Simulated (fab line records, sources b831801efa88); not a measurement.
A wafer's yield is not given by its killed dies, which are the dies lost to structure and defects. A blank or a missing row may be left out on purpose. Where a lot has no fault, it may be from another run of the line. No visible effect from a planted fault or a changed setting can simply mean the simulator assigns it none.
Struck lot and sound lot, side by side | flow sky130 | 36 out of 708 route steps
Sound: the wafers L775.2, L775.3, L775.4. The struck wafers were L764.1, L764.2, L764.4. The cause comes at the end.
Order at every step that has rows: each side's tool, ch and its chambers, its first start. Under that, the readings that differ: sound wafers | struck wafers | difference of the means | sigmas: that difference in standard deviations of wafers without a fault.
alike: a reading whose means differ by less than 2 such deviations, as well as words and numbers matching on both sides. not compared: withheld readings; readings where some wafer has no value; bounds like >300 that might hide an equal value; numbers whose values overlap and for which the record gives no deviation.
Wherever a step has rows on one side only, a row that says differs or no value, or a row with sigmas, the two part there. Numbers that don't overlap but have no deviation are shown without sigmas and don't part them. A reading missing from all wafers of one side parts the sides only when that side holds two or more wafers.

first, 11 steps without rows for these wafers: SKY_VIA4_DEHYDRATE_04 (time 60 s); SKY_VIA4_HMDS_05 (prime time 60 s); SKY_VIA4_COAT_06 (resist thk 1140 nm); SKY_VIA4_SOFTBAKE_07 (time 60 s); SKY_VIA4_EXPOSE_08 (exposes mask VIM4, target cd 800 nm); SKY_VIA4_PEB_09; SKY_VIA4_DEVELOP_10 (develop time 60 s); SKY_VIA4_ETCH_12 (etches SiO2 in C4F8/O2/Ar, stops on TiN, target depth 580 nm); SKY_VIA4_STRIP_13 (strips in O2/N2); SKY_VIA4_STRIP_14 (strips in post etch residue remover, time 1200 s); SKY_VIA4_CLEAN_15 (cleans in IPA, time 180 s).
SKY_VIA4_CLEAN_16: cleans in O3/DIW.
  sound on wet_bench-02 ch 2, day 46 20:56; struck on wet_bench-01 ch 2, day 44 19:54
then, 23 steps without rows for these wafers: SKY_VIA4_SPUTTER_17 (material TiN, target thk 20 nm, time 80 s); SKY_VIA4_CVD_18 (deposits W, target thk 505 nm, time 152.14 s); SKY_VIA4_CMP_21 (polishes, stops on SiO2, t overpolish 25 s, target thk 0 nm); SKY_METAL5_SPUTTER_00 (material Ti, target thk 15 nm, time 10 s); SKY_METAL5_SPUTTER_01 (material TiN, target thk 20 nm, time 16.7 s); SKY_METAL5_SPUTTER_02 (material AlCu, target thk 1150 nm, time 61.2 s); SKY_METAL5_SPUTTER_03 (material Ti, target thk 5 nm, time 3.3 s); SKY_METAL5_SPUTTER_04 (material TiN, target thk 70 nm, time 58.3 s); SKY_METAL5_DEHYDRATE_07 (time 60 s); SKY_METAL5_HMDS_08 (prime time 60 s); SKY_METAL5_COAT_09 (resist thk 1800 nm); SKY_METAL5_SOFTBAKE_10 (time 60 s); SKY_METAL5_EXPOSE_11 (exposes mask MM5, target cd 1600 nm); SKY_METAL5_PEB_12; SKY_METAL5_DEVELOP_13 (develop time 60 s); SKY_METAL5_DESCUM_14 (chemistry O2, time 11 s); SKY_METAL5_METAL_ETCH_15 (etches the open film in Cl2/BCl3, stops on SiO2, target depth 1260 nm, time 252 s); SKY_METAL5_STRIP_16 (strips in O2/N2); SKY_METAL5_STRIP_17 (strips in post etch residue remover, time 1200 s); SKY_METAL5_CLEAN_18 (cleans in IPA, time 180 s); SKY_METAL5_CLEAN_19 (cleans in O3/DIW); SKY_PASSIVATION_CVD_00 (deposits SiO2, target thk 90 nm); SKY_PASSIVATION_CVD_02 (deposits Si3N4, target thk 540 nm).
-- the record jumps here: 3 days lie between the struck wafers' starts before and after (it left off in module PASSIVATION and takes up again in module PAD_OPEN, whose first step shown is number 708 of the route) --
SKY_PAD_OPEN_PROBE_99:
  sound on prober-02, day 49 12:20; struck on prober-01, day 47 14:05
  reading                               | sound               | struck            | difference | sigmas
  defect_limited_yield (%)              | 83.5 82.5 84.6      | 74.0 75.0 76.4    | -8.4       | -4
  killed_at_M4_up                       | 1 2 1               | 49 45 49          | +46        | +26
  killed_dies                           | 81 86 76            | 128 123 116       | +41        | +4
  sort_bin_3_pad_short (%)              | 0.6 0.6 1.0         | 3.7 4.7 3.7       | +3.3       | +8
  sort_bin_5_function (%)               | 9.6 10.8 9.1        | 16.3 15.0 13.6    | +5.1       | +3
  sort_n_pass                           | 411 406 416         | 364 369 376       | -41        | -4
  sort_yield_pct (%)                    | 83.5 82.5 84.6      | 74.0 75.0 76.4    | -8.4       | -4
  model.etest.tester.sort_n_pass        | 411 406 416         | 364 369 376       | -41        |
  model.etest.tester.sort_yield_pct (%) | 83.54 82.52 84.55   | 73.98 75 76.42    | -8.40      |
  model.etest.tester.sort_bin_5_pct (%) | 9.553 10.77 9.146   | 16.26 15.04 13.62 | +5.15      |
  model.etest.tester.sort_bin_3_pct (%) | 0.6098 0.6098 1.016 | 3.659 4.675 3.659 | +3.252     |
  alike: killed_at_M0_to_M3, killed_at_contacts, killed_at_front_end, killed_at_other, killed_open, killed_short, sort_bin_6_memory

== WHERE THEY PART ==
At SKY_PAD_OPEN_PROBE_99 and nowhere else, as far as this record goes.

WHY: what had been put in by the simulator
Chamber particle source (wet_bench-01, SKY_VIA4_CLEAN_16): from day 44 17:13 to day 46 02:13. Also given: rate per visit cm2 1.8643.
